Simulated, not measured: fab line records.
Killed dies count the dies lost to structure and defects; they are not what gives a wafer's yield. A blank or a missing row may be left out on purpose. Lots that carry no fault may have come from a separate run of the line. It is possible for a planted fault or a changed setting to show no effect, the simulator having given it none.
A lot that was struck, set against a sound lot / flow sky130 / 16 steps out of a route of 708
Sound: wafers L221.2, L221.4, L221.5. Wafers L225.2, L225.5, L225.6 were the ones struck. The cause is named last.
Order at every step that has rows: each side's tool, ch and its chambers, its first start. Under that, the readings that differ: sound wafers / struck wafers / difference of the means / sigmas: that difference in standard deviations of wafers without a fault.
alike: readings with means less than 2 such deviations apart, plus words and numbers identical on both sides. not compared: withheld readings, readings lacking a value on some wafer, bounds such as >300 that could conceal the same value, and numbers that have no deviation in the record and whose values overlap.
A row with sigmas, a row that says differs or no value, or rows on one side alone: a step with any of these is where the two part. When numbers do not overlap yet have no deviation, they are printed without sigmas and do not part them. A reading that every wafer of one side lacks parts them only if that side has two wafers or more.

SKY_VT_ADJUST_HVTR_OVL_MEAS_08:
  sound on overlay-01, day 13 17:31; struck on overlay-02, day 14 11:31
  alike: VT_ADJUST_HVTR_OVL
after that, 1 step had no rows for these wafers: SKY_VT_ADJUST_HVTR_IMPLANT_09.
SKY_VT_ADJUST_HVTR_STRIP_10: strips in O2/N2.
  sound on plasma_asher-01 ch 0, day 13 17:41; struck on plasma_asher-01 ch 0,1, day 14 11:42
reading=strip_time_to_endpoint_s (s); sound=14.12 14.08 14.10; struck=14.22 14.22 14.21; difference=+0.12; sigmas=+3
  alike: drypump_motor_current_A, oes_product_au
  not compared: rf_hours_counter_h
SKY_VT_ADJUST_HVTR_TW_MEAS_11:
  sound on film_metro-01, day 13 17:48; struck on film_metro-04, day 14 11:49
  alike: VT_ADJUST_HVTR_TW
then, 7 steps without rows for these wafers: SKY_VT_ADJUST_PCH_DEHYDRATE_00 (time 60 s); SKY_VT_ADJUST_PCH_HMDS_01 (prime time 60 s); SKY_VT_ADJUST_PCH_COAT_02 (resist thk 3000 nm); SKY_VT_ADJUST_PCH_SOFTBAKE_03; SKY_VT_ADJUST_PCH_EXPOSE_04 (exposes mask NWM, target cd 840 nm); SKY_VT_ADJUST_PCH_PEB_05; SKY_VT_ADJUST_PCH_DEVELOP_06 (develop time 60 s).
SKY_VT_ADJUST_PCH_OVL_MEAS_07:
  sound on overlay-02, day 14 20:10; struck on overlay-01, day 15 15:27
  alike: VT_ADJUST_PCH_OVL
SKY_VT_ADJUST_PCH_IMPLANT_08:
  sound on implanter-01 ch 0, day 14 20:13; struck on implanter-03 ch 0, day 15 15:31
reading=dose_ions_cm2; sound=4.995e+11 4.994e+11 5.002e+11; struck=1.984e+11 1.976e+11 1.975e+11; difference=-3.019e+11; sigmas=-99 or more
reading=faraday_current_uA; sound=2.79 2.83 2.86; struck=1.10 1.10 1.15; difference=-1.71; sigmas=-32
  alike: beam_on_s
SKY_VT_ADJUST_PCH_STRIP_09: strips in O2/N2.
  sound on plasma_asher-03 ch 0,1, day 14 20:20; struck on plasma_asher-01 ch 0,1, day 15 15:38
  alike: drypump_motor_current_A, oes_product_au, strip_time_to_endpoint_s
  not compared: rf_hours_counter_h
SKY_VT_ADJUST_PCH_TW_MEAS_10:
  sound on film_metro-02, day 14 20:27; struck on film_metro-02, day 15 15:58
reading=VT_ADJUST_PCH_TW; sound=143.6 143.4 142.9; struck=114.9 115.3 114.6; difference=-28.4; sigmas=-20
  not compared: hold
-- the record jumps here: 35 days lie between the struck wafers' starts before and after (it left off in module VT_ADJUST_PCH and takes up again in module PAD_OPEN, whose first step shown is number 708 of the route) --
SKY_PAD_OPEN_PROBE_99:
  sound on prober-01, day 49 22:28; struck on prober-02, day 50 09:21
reading=model.etest.pfet_g5v0d10v5.r_on_ohm_um; sound=4749 4790 4710; struck=4968 4889 4969; difference=+192; sigmas=
reading=model.etest.pfet_g5v0d10v5.drive_ua_um; sound=339.1 338.1 347.7; struck=320.3 324.8 319.5; difference=-20.1; sigmas=
reading=model.etest.pfet_01v8_lvt.drive_ua_um; sound=174.6 171.6 174.7; struck=163.5 164.9 164.9; difference=-9.2; sigmas=
reading=model.etest.pfet_16v.drive_ua_um; sound=248.8 248 248.3; struck=234 233.4 233.5; difference=-15; sigmas=
reading=model.etest.pfet_01v8_lvt.off_log10_a_um; sound=-9.209 -9.009 -9.034; struck=-10.22 -10.31 -10.35; difference=-1.21; sigmas=
reading=model.etest.pfet_g5v0d10v5.off_log10_a_um; sound=-12.6 -12.87 -12.4; struck=-13.64 -13.52 -13.63; difference=-0.97; sigmas=
reading=model.etest.ring_5v.delay_ps; sound=44.09 44.49 44; struck=45.93 45.57 46.37; difference=+1.76; sigmas=
  alike: killed_at_M0_to_M3, killed_at_M4_up, killed_at_contacts, killed_at_front_end, killed_at_other, killed_dies, killed_open, killed_short
  not compared: model.etest.nfet_16v.r_on_ohm_um

## WHERE THEY PART
At SKY_VT_ADJUST_HVTR_STRIP_10 first; at SKY_VT_ADJUST_PCH_TW_MEAS_10 last (within this record only). Later steps at which nothing parts them and some readings are alike: SKY_PAD_OPEN_PROBE_99.

WHY: what the simulator had put in
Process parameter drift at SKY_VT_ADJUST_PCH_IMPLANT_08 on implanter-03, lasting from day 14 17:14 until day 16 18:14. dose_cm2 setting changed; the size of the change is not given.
